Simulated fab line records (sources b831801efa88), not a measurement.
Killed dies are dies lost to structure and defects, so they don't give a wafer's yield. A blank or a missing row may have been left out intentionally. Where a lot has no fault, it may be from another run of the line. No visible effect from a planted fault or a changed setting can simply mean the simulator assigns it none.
One fault seen from 2 desks -- flow sky130 -- numbers are kept per desk, each desk with only its own; the story behind them comes last

== AT THE METROLOGY DESK ==
Means of the sampled wafers that have a number, per lot and without regard to the tool the lot ran on: this is what the gauges read. If a lot's mean is further than 4 standard deviations from the usual mean, the lot is out of limits and carries the mark OUT (the distance appears in the brackets).
Columns: A = VT_ADJUST_LVTN_OVL at SKY_VT_ADJUST_LVTN_OVL_MEAS_07, usual 1.0 nm; B = VT_ADJUST_LVTN_TW at SKY_VT_ADJUST_LVTN_TW_MEAS_10, usual 241.4; C = VT_ADJUST_LVTN_01_OVL at SKY_VT_ADJUST_LVTN_OVL_MEAS_18, usual 2.1 nm
lot,first seen here,A,B,C
L268,day 8 02:26,-0.3,241.6,1.3
L274,day 9 13:47,2.2,241.2,3.1
L283,day 11 23:20,1.4,239.9,3.8
L285,day 12 17:41,2.4,242.1,0.8
L287,day 13 02:13,-1.4,241.2,2.7
L286,day 13 03:46,2.2,240.4,2.9
Finding of this desk: none of the 6 lots has anything out of limits.

== AT THE TOOL OWNER'S DESK: litho track-04 ==
Per lot that ran on this tool, the mean of the sampled wafers carrying a number, from the tool's own readings at SKY_VT_ADJUST_LVTN_SOFTBAKE_14 (time 60 s). If a lot's mean is further than 4 standard deviations from the usual mean, the lot is out of limits and carries the mark OUT (the distance appears in the brackets).
Columns: A = run length s at SKY_VT_ADJUST_LVTN_SOFTBAKE_14, usual 89.20 s
lot,first seen here,A
L268,day 8 12:25,112.36 (+80) OUT
L274,day 10 00:23,112.23 (+79) OUT
L283,day 12 10:40,88.90
This desk's verdict: out of limits on L268, L274, starting with L268 at day 8 12:25 (run length s at SKY_VT_ADJUST_LVTN_SOFTBAKE_14). L283: within limits.

== TAKEN TOGETHER ==
An alarm could have come from the tool owner's desk at day 8 12:25, on L268, L274.
Metrology desk: nothing out of limits seen.
The metrology desk has L268, L274 on record, within its limits.
Of the lots named, all ran SKY_VT_ADJUST_LVTN_SOFTBAKE_14 on litho track-04.

== WHAT THE SIMULATOR HAD PUT IN ==
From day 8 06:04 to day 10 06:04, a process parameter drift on litho track-04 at SKY_VT_ADJUST_LVTN_SOFTBAKE_14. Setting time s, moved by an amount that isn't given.
Shown lots that were struck: L268, L274.
Hours from the fault's start to each desk's first reading out of limits: the tool owner's desk, 6.
